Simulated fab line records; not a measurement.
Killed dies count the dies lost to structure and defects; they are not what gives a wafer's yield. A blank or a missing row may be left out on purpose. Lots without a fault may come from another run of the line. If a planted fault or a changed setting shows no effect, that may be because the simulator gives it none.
Which tool did it? ; flow sky130 ; 12 lots with 36 wafers sampled at 5 steps, on a route of 708 steps

== WHAT THE GAUGES READ, wafer by wafer ==
SKY_FIELD_ISO_CD_MEAS_13: the cd target is 150 nm. Usual: cd-nm reads 149.6 nm (standard deviation 1.6).
lot;measured;on;cd-nm (nm);flag
L668;day 2 05:52;cd-sem-02;148.3 149.7 150.3;
L669;day 2 11:54;cd-sem-01;150.0 151.1 150.8;
L670;day 2 15:07;cd-sem-01;151.4 151.8 151.7;
L671;day 2 20:47;cd-sem-02;147.8 149.1 150.2;
L673;day 3 07:17;cd-sem-01;151.5 151.2 150.9;
L679;day 4 12:23;cd-sem-02;148.4 149.0 148.9;
L680;day 4 20:14;cd-sem-01;148.4 148.9 148.3;
L687;day 6 06:46;cd-sem-01;147.2 148.4 148.2;
L688;day 6 12:06;cd-sem-01;149.0 149.2 148.4;
L689;day 6 18:26;cd-sem-02;148.5 149.3 147.7;
L690;day 6 23:51;cd-sem-01;150.4 151.2 151.4;
L691;day 7 06:39;cd-sem-01;150.0 150.3 150.3;

SKY_VT_ADJUST_PCH_TW_MEAS_10. Usual: VT_ADJUST_PCH_TW 142.4, standard deviation 1.9.
lot;measured;on;VT_ADJUST_PCH_TW;flag
L668;day 10 08:32;film-metro-03;143.6 143.6 143.8;
L669;day 10 19:04;film-metro-02;139.5 139.4 139.7;
L670;day 10 21:07;film-metro-02;139.5 139.8 140.0;
L671;day 11 08:40;film-metro-02;140.7 140.4 139.9;
L673;day 11 22:55;film-metro-03;143.2 143.9 143.6;
L679;day 13 18:29;film-metro-03;144.4 143.1 143.5;
L680;day 14 08:45;film-metro-01;142.2 143.0 142.9;
L687;day 16 08:20;film-metro-02;139.6 139.2 139.9;
L688;day 16 18:01;film-metro-02;140.0 139.9 139.7;
L689;day 17 02:53;film-metro-02;140.1 139.8 140.2;
L690;day 17 07:58;film-metro-03;144.5 144.3 143.6;
L691;day 17 19:06;film-metro-03;143.9 143.9 143.3;

SKY_POLY_GATE_OVL_MEAS_14. Usual: POLY_GATE_OVL -1 nm, standard deviation 5.4.
lot;measured;on;POLY_GATE_OVL (nm);flag
L668;day 16 06:02;overlay-01;-6 0 -2;
L669;day 16 15:30;overlay-02;-4 0 3;
L670;day 16 19:39;overlay-02;-1 0 2;
L671;day 17 10:07;overlay-02;-4 -1 -8;
L673;day 18 05:52;overlay-02;0 7 -8;
L679;day 20 09:08;overlay-01;0 0 0;
L680;day 20 22:16;overlay-01;4 10 7;
L687;day 23 23:16;overlay-01;-1 4 -4;
L688;day 23 21:04;overlay-02;2 1 -5;
L689;day 24 01:25;overlay-02;0 -1 -7;
L690;day 24 10:18;overlay-02;7 -1 11;
L691;day 24 14:22;overlay-02;6 0 9;

== EACH LOT AND THE TOOL THAT RAN IT (in order: tool; ch and the chambers of the sampled wafers; start) ==
lot;SKY_POLY_GATE_IMPLANT_02;SKY_RES_PROTECT_STRIP_07
L668;implanter-02 ch 0, day 15 00:50;plasma-asher-03 ch 0,1, day 15 00:59
L669;implanter-03 ch 0, day 15 09:38;plasma-asher-03 ch 0,1, day 15 09:46
L670;implanter-03 ch 0, day 15 13:20;plasma-asher-03 ch 0,1, day 15 13:29
L671;implanter-02 ch 0, day 16 03:05;plasma-asher-04 ch 0,1, day 16 03:13
L673;implanter-04 ch 0, day 16 21:05;plasma-asher-04 ch 0,1, day 16 21:13
L679;implanter-03 ch 0, day 18 23:13;plasma-asher-02 ch 0,1, day 18 23:22
L680;implanter-03 ch 0, day 19 13:05;plasma-asher-03 ch 0,1, day 19 13:14
L687;implanter-02 ch 0, day 22 15:18;plasma-asher-03 ch 0,1, day 22 15:25
L688;implanter-04 ch 0, day 22 13:35;plasma-asher-02 ch 0,1, day 22 13:43
L689;implanter-03 ch 0, day 22 17:22;plasma-asher-04 ch 0,1, day 22 17:31
L690;implanter-03 ch 0, day 23 01:47;plasma-asher-03 ch 0,1, day 23 01:53
L691;implanter-03 ch 0, day 23 05:31;plasma-asher-02 ch 0,1, day 23 05:38
- SKY_POLY_GATE_IMPLANT_02
- SKY_RES_PROTECT_STRIP_07: strips in O2/N2.

== WHAT THE TOOLS THEMSELVES READ (means of the sampled wafers that have a number; where no wafer has one, the mark that the record gives instead) ==
SKY_POLY_GATE_IMPLANT_02. Usual: dose-ions-cm2 reads 7.699e+15 (standard deviation 8e+12).
lot;tool;dose-ions-cm2;flag
L668;implanter-02;7.695e+15;
L669;implanter-03;7.701e+15;
L670;implanter-03;7.693e+15;
L671;implanter-02;7.696e+15;
L673;implanter-04;7.705e+15;
L679;implanter-03;8.561e+15;OFF
L680;implanter-03;8.579e+15;OFF
L687;implanter-02;7.694e+15;
L688;implanter-04;7.704e+15;
L689;implanter-03;7.693e+15;
L690;implanter-03;7.703e+15;
L691;implanter-03;7.701e+15;

SKY_RES_PROTECT_STRIP_07. Usual: drypump-motor-current-A 5.91 A, standard deviation 0.27; oes-product-au 0.518 a.u., standard deviation 0.0038; strip-time-to-endpoint-s 23.29 s, standard deviation 0.046.
lot;tool;drypump-motor-current-A (A);oes-product-au (a.u.);strip-time-to-endpoint-s (s);flag
L668;plasma-asher-03;5.87;0.519;23.32;
L669;plasma-asher-03;5.91;0.519;23.36;
L670;plasma-asher-03;5.72;0.520;23.34;
L671;plasma-asher-04;6.03;0.522;23.29;
L673;plasma-asher-04;6.15;0.517;23.27;
L679;plasma-asher-02;5.94;0.509;23.75;OFF
L680;plasma-asher-03;5.86;0.512;23.72;OFF
L687;plasma-asher-03;5.74;0.518;23.32;
L688;plasma-asher-02;5.93;0.517;23.33;
L689;plasma-asher-04;6.05;0.519;23.29;
L690;plasma-asher-03;5.74;0.522;23.27;
L691;plasma-asher-02;5.71;0.519;23.28;

== THE ANSWER, worked out from the rows above alone ==
Rule: lot off if the mean of its wafers having a number is beyond 3 standard deviations from the usual mean. A lot without any number at a reading at which 4 lots or more have one is off too. The other lots that the step has rows for count as sound. The gauges are gone through in route order, then the tools' own readings, and for those a lot's mean is taken as printed above. At the first step where some lot is off, the reading lying furthest off is the one used; lots without a number count as furthest.
Off, at SKY_POLY_GATE_IMPLANT_02 on dose-ions-cm2: L679, L680.
A tool fits if, at that step or a process step before it, it ran every lot that is off, and no sound lot after the first of them. Not one of the candidates tried fits.

== WHAT THE SIMULATOR PUT IN ==
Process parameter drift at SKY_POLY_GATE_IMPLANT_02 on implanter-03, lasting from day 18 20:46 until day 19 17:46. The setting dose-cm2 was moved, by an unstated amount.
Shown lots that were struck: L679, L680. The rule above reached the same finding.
